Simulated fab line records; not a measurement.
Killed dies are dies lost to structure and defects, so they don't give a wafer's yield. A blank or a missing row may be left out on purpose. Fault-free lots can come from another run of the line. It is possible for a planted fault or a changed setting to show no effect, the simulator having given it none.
fab line records / flow sky130 / part 2 of 2: steps 36 to 47 of 47
record: lots: 5 wafers: 15 last_day: 49
route steps=708 shown FIELD_ISO@29 NWELL@32 DNWELL@35 PWDE@45
lots with no fault: from the same line, run without faults
start_h: hours from the record's opening day to when the first of the lot's shown wafers began / wait_h: how many hours have passed since the lot's step before this one / " same as the row above / L1.1+2: one row covering several wafers at once / - value missing, or start not given / * or withheld: withheld / < > ~ a bound
route shown NAME@n: a module of which the file shows steps, and the number in the route of the first / usual: the fault-free wafers' mean and standard deviation / same: alike in all rows / chamber/n: place in a boat / sites: each site's reading / _std_site: standard deviation of those values / _edge_site: outer sites' mean less inner sites' / radius_mm: for every site, how far away it sits from the centre of the wafer / mask NAME#n: copy n / behind: the last tool/chamber to shape the wafer / hold: what put the lot on hold/how long, in hours/how the hold closed / device: the n, p or np transistor that did not switch / end of line: the tests these same wafers got at the end of their route / a step with no rows: only its recipe / killed: count of dies lost to structure and defects at first sort (not the wafer's yield) / map: a wafer's dies, marking killed ones x, the rest . and places with no die _
set.NAME: the setting that was run; set.NAME@STEP: the one run at that earlier step / model.NAME: the simulator's own value behind a step, which no gauge read
a table for each step, a row for each wafer; lots at some steps of the route
services: a tool's chamber out of use, with start hour (start_h, from the record's first day; less than 0 if before it), hours out, and reason
== steps ==
step: SKY_NWELL_IMPLANT_11
recipe: species: P energy_kev: 400 dose_cm2: 1.9e+13 tilt_deg: withheld
usual: beam_on_s: 10.00/0.21
lot.wafer=L074.3 tool=implanter-01 chamber=0 start_h=85.88 wait_h=0.1 beam_on_s=10.25
lot.wafer=L074.4 tool=implanter-01 chamber=0 start_h=85.88 wait_h=0.1 beam_on_s=9.96
lot.wafer=L074.6 tool=implanter-01 chamber=0 start_h=85.88 wait_h=0.1 beam_on_s=10.32
lot.wafer=L076.1 tool=implanter-04 chamber=0 start_h=100.73 wait_h=0.0 beam_on_s=10.07
lot.wafer=L076.3 tool=implanter-04 chamber=0 start_h=100.73 wait_h=0.0 beam_on_s=10.55
lot.wafer=L076.5 tool=implanter-04 chamber=0 start_h=100.73 wait_h=0.0 beam_on_s=9.87
lot.wafer=L085.2 tool=implanter-03 chamber=0 start_h=151.73 wait_h=0.0 beam_on_s=9.66
lot.wafer=L085.3 tool=implanter-03 chamber=0 start_h=151.73 wait_h=0.0 beam_on_s=9.92
lot.wafer=L085.6 tool=implanter-03 chamber=0 start_h=151.73 wait_h=0.0 beam_on_s=10.12
lot.wafer=L091.4 tool=implanter-03 chamber=0 start_h=185.49 wait_h=0.1 beam_on_s=10.22
lot.wafer=L091.5 tool=implanter-03 chamber=0 start_h=185.49 wait_h=0.1 beam_on_s=10.26
lot.wafer=L091.6 tool=implanter-03 chamber=0 start_h=185.49 wait_h=0.1 beam_on_s=10.27
lot.wafer=L093.1 tool=implanter-04 chamber=0 start_h=193.15 wait_h=0.0 beam_on_s=10.05
lot.wafer=L093.5 tool=implanter-04 chamber=0 start_h=193.15 wait_h=0.0 beam_on_s=9.92
lot.wafer=L093.6 tool=implanter-04 chamber=0 start_h=193.15 wait_h=0.0 beam_on_s=10.09
step: SKY_NWELL_IMPLANT_12
recipe: species: P energy_kev: 120 dose_cm2: 1.3e+12 tilt_deg: withheld
usual: beam_on_s: 10.01/0.21
lot.wafer=L074.3 tool=implanter-01 chamber=0 start_h=86.03 wait_h=0.1 beam_on_s=10.03
lot.wafer=L074.4 tool=implanter-01 chamber=0 start_h=86.03 wait_h=0.1 beam_on_s=10.14
lot.wafer=L074.6 tool=implanter-01 chamber=0 start_h=86.03 wait_h=0.1 beam_on_s=10.04
lot.wafer=L076.1 tool=implanter-04 chamber=0 start_h=100.88 wait_h=0.1 beam_on_s=10.29
lot.wafer=L076.3 tool=implanter-04 chamber=0 start_h=100.88 wait_h=0.1 beam_on_s=9.79
lot.wafer=L076.5 tool=implanter-04 chamber=0 start_h=100.88 wait_h=0.1 beam_on_s=9.85
lot.wafer=L085.2 tool=implanter-03 chamber=0 start_h=151.88 wait_h=0.1 beam_on_s=9.65
lot.wafer=L085.3 tool=implanter-03 chamber=0 start_h=151.88 wait_h=0.1 beam_on_s=9.99
lot.wafer=L085.6 tool=implanter-03 chamber=0 start_h=151.88 wait_h=0.1 beam_on_s=9.97
lot.wafer=L091.4 tool=implanter-03 chamber=0 start_h=185.64 wait_h=0.1 beam_on_s=9.74
lot.wafer=L091.5 tool=implanter-03 chamber=0 start_h=185.64 wait_h=0.1 beam_on_s=10.03
lot.wafer=L091.6 tool=implanter-03 chamber=0 start_h=185.64 wait_h=0.1 beam_on_s=9.77
lot.wafer=L093.1 tool=implanter-04 chamber=0 start_h=193.30 wait_h=0.1 beam_on_s=9.87
lot.wafer=L093.5 tool=implanter-04 chamber=0 start_h=193.30 wait_h=0.1 beam_on_s=10.09
lot.wafer=L093.6 tool=implanter-04 chamber=0 start_h=193.30 wait_h=0.1 beam_on_s=10.03
step: SKY_NWELL_IMPLANT_13
recipe: species: P energy_kev: 50 dose_cm2: 7e+11 tilt_deg: withheld
usual: beam_on_s: 10.00/0.21
lot.wafer=L074.3 tool=implanter-01 chamber=0 start_h=86.18 wait_h=0.1 beam_on_s=9.66
lot.wafer=L074.4 tool=implanter-01 chamber=0 start_h=86.18 wait_h=0.1 beam_on_s=9.69
lot.wafer=L074.6 tool=implanter-01 chamber=0 start_h=86.18 wait_h=0.1 beam_on_s=9.92
lot.wafer=L076.1 tool=implanter-04 chamber=0 start_h=101.03 wait_h=0.1 beam_on_s=9.68
lot.wafer=L076.3 tool=implanter-04 chamber=0 start_h=101.03 wait_h=0.1 beam_on_s=10.53
lot.wafer=L076.5 tool=implanter-04 chamber=0 start_h=101.03 wait_h=0.1 beam_on_s=9.84
lot.wafer=L085.2 tool=implanter-03 chamber=0 start_h=152.03 wait_h=0.1 beam_on_s=9.87
lot.wafer=L085.3 tool=implanter-03 chamber=0 start_h=152.03 wait_h=0.1 beam_on_s=9.68
lot.wafer=L085.6 tool=implanter-03 chamber=0 start_h=152.03 wait_h=0.1 beam_on_s=9.78
lot.wafer=L091.4 tool=implanter-03 chamber=0 start_h=185.79 wait_h=0.1 beam_on_s=10.20
lot.wafer=L091.5 tool=implanter-03 chamber=0 start_h=185.79 wait_h=0.1 beam_on_s=9.71
lot.wafer=L091.6 tool=implanter-03 chamber=0 start_h=185.79 wait_h=0.1 beam_on_s=9.98
lot.wafer=L093.1 tool=implanter-04 chamber=0 start_h=193.45 wait_h=0.1 beam_on_s=9.75
lot.wafer=L093.5 tool=implanter-04 chamber=0 start_h=193.45 wait_h=0.1 beam_on_s=9.90
lot.wafer=L093.6 tool=implanter-04 chamber=0 start_h=193.45 wait_h=0.1 beam_on_s=9.99
step: SKY_NWELL_STRIP_14
recipe: chemistry: O2/N2 power_w: 1400 pressure_mtorr: 1500 platen_temp_c: withheld o2_flow_sccm: 3000 n2_flow_sccm: 300 overash_fraction: 0.5
usual: drypump_motor_current_A: 5.5/0.31 oes_product_au: 0.722/0.0044 strip_time_to_endpoint_s: 36.98/0.11
lot.wafer=L074.3 tool=plasma_asher-04 chamber=1 start_h=86.31 wait_h=0.1 drypump_motor_current_A=4.9 oes_product_au=0.728 rf_hours_counter_h=- strip_time_to_endpoint_s=36.88
lot.wafer=L074.4 tool=plasma_asher-04 chamber=0 start_h=86.31 wait_h=0.1 drypump_motor_current_A=5.4 oes_product_au=0.719 rf_hours_counter_h=- strip_time_to_endpoint_s=36.90
lot.wafer=L074.6 tool=plasma_asher-04 chamber=0 start_h=86.31 wait_h=0.1 drypump_motor_current_A=5.5 oes_product_au=0.718 rf_hours_counter_h=- strip_time_to_endpoint_s=36.93
lot.wafer=L076.1 tool=plasma_asher-02 chamber=1 start_h=101.18 wait_h=0.1 drypump_motor_current_A=5.6 oes_product_au=0.725 rf_hours_counter_h=40 strip_time_to_endpoint_s=36.91
lot.wafer=L076.3 tool=plasma_asher-02 chamber=1 start_h=101.18 wait_h=0.1 drypump_motor_current_A=5.6 oes_product_au=0.728 rf_hours_counter_h=- strip_time_to_endpoint_s=36.89
lot.wafer=L076.5 tool=plasma_asher-02 chamber=0 start_h=101.18 wait_h=0.1 drypump_motor_current_A=5.7 oes_product_au=0.726 rf_hours_counter_h=- strip_time_to_endpoint_s=36.93
lot.wafer=L085.2 tool=plasma_asher-04 chamber=1 start_h=152.15 wait_h=0.1 drypump_motor_current_A=4.9 oes_product_au=0.725 rf_hours_counter_h=36 strip_time_to_endpoint_s=37.00
lot.wafer=L085.3 tool=plasma_asher-04 chamber=0 start_h=152.15 wait_h=0.1 drypump_motor_current_A=5.4 oes_product_au=0.718 rf_hours_counter_h=- strip_time_to_endpoint_s=37.00
lot.wafer=L085.6 tool=plasma_asher-04 chamber=0 start_h=152.15 wait_h=0.1 drypump_motor_current_A=5.4 oes_product_au=0.727 rf_hours_counter_h=- strip_time_to_endpoint_s=37.05
lot.wafer=L091.4 tool=plasma_asher-04 chamber=0 start_h=185.90 wait_h=0.1 drypump_motor_current_A=5.4 oes_product_au=0.733 rf_hours_counter_h=- strip_time_to_endpoint_s=37.04
lot.wafer=L091.5 tool=plasma_asher-04 chamber=0 start_h=185.90 wait_h=0.1 drypump_motor_current_A=5.4 oes_product_au=0.726 rf_hours_counter_h=- strip_time_to_endpoint_s=37.15
lot.wafer=L091.6 tool=plasma_asher-04 chamber=1 start_h=185.90 wait_h=0.1 drypump_motor_current_A=4.9 oes_product_au=0.721 rf_hours_counter_h=- strip_time_to_endpoint_s=36.93
lot.wafer=L093.1 tool=plasma_asher-01 chamber=1 start_h=193.60 wait_h=0.1 drypump_motor_current_A=5.5 oes_product_au=0.723 rf_hours_counter_h=51 strip_time_to_endpoint_s=37.07
lot.wafer=L093.5 tool=plasma_asher-01 chamber=0 start_h=193.60 wait_h=0.1 drypump_motor_current_A=5.9 oes_product_au=0.715 rf_hours_counter_h=- strip_time_to_endpoint_s=37.05
lot.wafer=L093.6 tool=plasma_asher-01 chamber=1 start_h=193.60 wait_h=0.1 drypump_motor_current_A=5.5 oes_product_au=0.724 rf_hours_counter_h=- strip_time_to_endpoint_s=37.18
step: SKY_NWELL_TW_MEAS_15
usual: NWELL_TW: 1804/18
lot.wafer=L074.3 tool=film_metro-01 chamber=- start_h=86.40 wait_h=0.1 NWELL_TW=1787
lot.wafer=L074.4 tool=film_metro-01 chamber=- start_h=86.40 wait_h=0.1 NWELL_TW=1796
lot.wafer=L074.6 tool=film_metro-01 chamber=- start_h=86.40 wait_h=0.1 NWELL_TW=1789
lot.wafer=L076.1 tool=film_metro-01 chamber=- start_h=101.28 wait_h=0.1 NWELL_TW=1800
lot.wafer=L076.3 tool=film_metro-01 chamber=- start_h=101.28 wait_h=0.1 NWELL_TW=1807
lot.wafer=L076.5 tool=film_metro-01 chamber=- start_h=101.28 wait_h=0.1 NWELL_TW=1795
lot.wafer=L085.2 tool=film_metro-02 chamber=- start_h=152.26 wait_h=0.1 NWELL_TW=1795
lot.wafer=L085.3 tool=film_metro-02 chamber=- start_h=152.26 wait_h=0.1 NWELL_TW=1799
lot.wafer=L085.6 tool=film_metro-02 chamber=- start_h=152.26 wait_h=0.1 NWELL_TW=1789
lot.wafer=L091.4 tool=film_metro-01 chamber=- start_h=186.00 wait_h=0.1 NWELL_TW=1798
lot.wafer=L091.5 tool=film_metro-01 chamber=- start_h=186.00 wait_h=0.1 NWELL_TW=1793
lot.wafer=L091.6 tool=film_metro-01 chamber=- start_h=186.00 wait_h=0.1 NWELL_TW=1787
lot.wafer=L093.1 tool=film_metro-04 chamber=- start_h=193.70 wait_h=0.1 NWELL_TW=1841
lot.wafer=L093.5 tool=film_metro-04 chamber=- start_h=193.70 wait_h=0.1 NWELL_TW=1839
lot.wafer=L093.6 tool=film_metro-04 chamber=- start_h=193.70 wait_h=0.1 NWELL_TW=1839
step: SKY_NWELL_DEHYDRATE_16
recipe: temp_c: 200 time_s: 60
lot.wafer=L074.3+4+6 tool=litho_track-02 chamber=0 start_h=94.59 wait_h=8.2
lot.wafer=L076.1+3+5 tool=litho_track-04 chamber=0 start_h=109.17 wait_h=7.9
lot.wafer=L085.2+3+6 tool=litho_track-02 chamber=0 start_h=161.57 wait_h=9.3
lot.wafer=L091.4+5+6 tool=litho_track-04 chamber=0 start_h=195.54 wait_h=9.5
lot.wafer=L093.1+5+6 tool=litho_track-02 chamber=0 start_h=203.19 wait_h=9.5
step: SKY_NWELL_HMDS_17
recipe: prime_time_s: 60 prime_temp_c: 120
same: prime_time_s: 60
lot.wafer=L074.3+4+6 tool=litho_track-02 chamber=0 start_h=94.74 wait_h=0.1
lot.wafer=L076.1+3+5 tool=litho_track-04 chamber=0 start_h=109.32 wait_h=0.1
lot.wafer=L085.2+3+6 tool=litho_track-02 chamber=0 start_h=161.72 wait_h=0.1
lot.wafer=L091.4+5+6 tool=litho_track-04 chamber=0 start_h=195.69 wait_h=0.1
lot.wafer=L093.1+5+6 tool=litho_track-02 chamber=0 start_h=203.34 wait_h=0.1
step: SKY_NWELL_COAT_18
recipe: spin_rpm: 2000 resist_thk_nm: 3000
lot.wafer=L074.3+4+6 tool=litho_track-02 chamber=0 start_h=94.89 wait_h=0.1
lot.wafer=L076.1+3+5 tool=litho_track-04 chamber=0 start_h=109.47 wait_h=0.1
lot.wafer=L085.2+3+6 tool=litho_track-02 chamber=0 start_h=161.87 wait_h=0.1
lot.wafer=L091.4+5+6 tool=litho_track-04 chamber=0 start_h=195.84 wait_h=0.1
lot.wafer=L093.1+5+6 tool=litho_track-02 chamber=0 start_h=203.49 wait_h=0.1
step: SKY_NWELL_SOFTBAKE_19
recipe: temp_c: 110 time_s: withheld
lot.wafer=L074.3+4+6 tool=litho_track-02 chamber=0 start_h=95.06 wait_h=0.1
lot.wafer=L076.1+3+5 tool=litho_track-04 chamber=0 start_h=109.62 wait_h=0.1
lot.wafer=L085.2+3+6 tool=litho_track-02 chamber=0 start_h=162.03 wait_h=0.1
lot.wafer=L091.4+5+6 tool=litho_track-04 chamber=0 start_h=196.02 wait_h=0.1
lot.wafer=L093.1+5+6 tool=litho_track-02 chamber=0 start_h=203.64 wait_h=0.1
step: SKY_NWELL_EXPOSE_20
recipe: mask_id: NWM_COMPLEMENT na: 0.6 source_shape: conventional sigma_outer: 0.6 polarization: unpolarized target_cd_nm: 840 dose_mj: 260
usual: exposure_dose_mJ_cm2: 260.0/0.31 reticle_temp_C: 23.02/0.1
lot.wafer=L074.3 tool=iline_stepper-02 chamber=0 start_h=- wait_h=- mask=NWM_COMPLEMENT#0 exposure_dose_mJ_cm2=259.7 reticle_temp_C=22.90
lot.wafer=L074.4 tool=iline_stepper-02 chamber=0 start_h=- wait_h=- mask=NWM_COMPLEMENT#0 exposure_dose_mJ_cm2=259.5 reticle_temp_C=23.01
lot.wafer=L074.6 tool=iline_stepper-02 chamber=0 start_h=- wait_h=- mask=NWM_COMPLEMENT#0 exposure_dose_mJ_cm2=259.8 reticle_temp_C=23.02
lot.wafer=L076.1 tool=iline_stepper-02 chamber=0 start_h=- wait_h=- mask=NWM_COMPLEMENT#0 exposure_dose_mJ_cm2=259.8 reticle_temp_C=22.99
lot.wafer=L076.3 tool=iline_stepper-02 chamber=0 start_h=- wait_h=- mask=NWM_COMPLEMENT#0 exposure_dose_mJ_cm2=259.8 reticle_temp_C=22.94
lot.wafer=L076.5 tool=iline_stepper-02 chamber=0 start_h=- wait_h=- mask=NWM_COMPLEMENT#0 exposure_dose_mJ_cm2=260.2 reticle_temp_C=23.24
lot.wafer=L085.2 tool=iline_stepper-01 chamber=0 start_h=- wait_h=- mask=NWM_COMPLEMENT#0 exposure_dose_mJ_cm2=260.4 reticle_temp_C=23.01
lot.wafer=L085.3 tool=iline_stepper-01 chamber=0 start_h=- wait_h=- mask=NWM_COMPLEMENT#0 exposure_dose_mJ_cm2=260.3 reticle_temp_C=23.02
lot.wafer=L085.6 tool=iline_stepper-01 chamber=0 start_h=- wait_h=- mask=NWM_COMPLEMENT#0 exposure_dose_mJ_cm2=259.8 reticle_temp_C=22.80
lot.wafer=L091.4 tool=iline_stepper-01 chamber=0 start_h=- wait_h=- mask=NWM_COMPLEMENT#0 exposure_dose_mJ_cm2=259.9 reticle_temp_C=23.01
lot.wafer=L091.5 tool=iline_stepper-01 chamber=0 start_h=- wait_h=- mask=NWM_COMPLEMENT#0 exposure_dose_mJ_cm2=259.9 reticle_temp_C=23.00
lot.wafer=L091.6 tool=iline_stepper-01 chamber=0 start_h=- wait_h=- mask=NWM_COMPLEMENT#0 exposure_dose_mJ_cm2=260.3 reticle_temp_C=23.03
lot.wafer=L093.1 tool=iline_stepper-02 chamber=0 start_h=- wait_h=- mask=NWM_COMPLEMENT#0 exposure_dose_mJ_cm2=260.3 reticle_temp_C=22.81
lot.wafer=L093.5 tool=iline_stepper-02 chamber=0 start_h=- wait_h=- mask=NWM_COMPLEMENT#0 exposure_dose_mJ_cm2=260.3 reticle_temp_C=23.05
lot.wafer=L093.6 tool=iline_stepper-02 chamber=0 start_h=- wait_h=- mask=NWM_COMPLEMENT#0 exposure_dose_mJ_cm2=260.3 reticle_temp_C=23.08
step: SKY_NWELL_PEB_21
recipe: temp_c: 115 time_s: withheld
lot.wafer=L074.3+4+6 tool=litho_track-04 chamber=0 start_h=- wait_h=-
lot.wafer=L076.1+3+5 tool=litho_track-02 chamber=0 start_h=- wait_h=-
lot.wafer=L085.2+3+6 tool=litho_track-01 chamber=0 start_h=- wait_h=-
lot.wafer=L091.4+5+6 tool=litho_track-02 chamber=0 start_h=- wait_h=-
lot.wafer=L093.1+5+6 tool=litho_track-02 chamber=0 start_h=- wait_h=-
step: SKY_NWELL_DEVELOP_22
recipe: wall_angle_deg: 90 developer: TMAH develop_time_s: 60 dev_temp_c: 23
lot.wafer=L074.3+4+6 tool=litho_track-04 chamber=0 start_h=- wait_h=-
lot.wafer=L076.1+3+5 tool=litho_track-02 chamber=0 start_h=- wait_h=-
lot.wafer=L085.2+3+6 tool=litho_track-01 chamber=0 start_h=- wait_h=-
lot.wafer=L091.4+5+6 tool=litho_track-02 chamber=0 start_h=- wait_h=-
lot.wafer=L093.1+5+6 tool=litho_track-02 chamber=0 start_h=- wait_h=-
== services ==
tool=implanter-01 chamber=- start_h=13.97 hours=2.1 kind=pm
tool=plasma_asher-01 chamber=- start_h=25.69 hours=28.1 kind=pm
tool=implanter-01 chamber=- start_h=33.96 hours=4.8 kind=repair
tool=iline_stepper-02 chamber=- start_h=45.73 hours=1.7 kind=pm
tool=implanter-03 chamber=- start_h=46.47 hours=19.1 kind=repair
tool=iline_stepper-01 chamber=- start_h=52.87 hours=1.7 kind=pm
tool=implanter-01 chamber=- start_h=56.02 hours=6.2 kind=pm
tool=implanter-03 chamber=- start_h=65.33 hours=2.1 kind=repair
tool=implanter-03 chamber=- start_h=68.90 hours=24.2 kind=pm
tool=wet_bench-02 chamber=- start_h=70.86 hours=0.5 kind=repair
tool=iline_stepper-02 chamber=- start_h=78.89 hours=5.2 kind=repair
tool=implanter-04 chamber=- start_h=98.29 hours=0.7 kind=repair
tool=plasma_asher-01 chamber=- start_h=105.20 hours=1.6 kind=repair
tool=plasma_asher-02 chamber=- start_h=108.75 hours=9.0 kind=pm
tool=furnace-01 chamber=- start_h=108.86 hours=3.8 kind=pm
tool=implanter-03 chamber=- start_h=154.64 hours=4.2 kind=repair
tool=implanter-04 chamber=- start_h=160.16 hours=2.0 kind=repair
tool=furnace-01 chamber=- start_h=160.28 hours=40.9 kind=repair
tool=plasma_asher-04 chamber=- start_h=163.93 hours=0.7 kind=repair
tool=iline_stepper-01 chamber=- start_h=169.74 hours=4.4 kind=pm
tool=implanter-04 chamber=- start_h=185.53 hours=2.8 kind=pm
tool=implanter-01 chamber=- start_h=190.04 hours=9.4 kind=repair
tool=wet_bench-04 chamber=- start_h=197.72 hours=4.4 kind=pm
tool=wet_bench-02 chamber=- start_h=204.65 hours=7.7 kind=repair
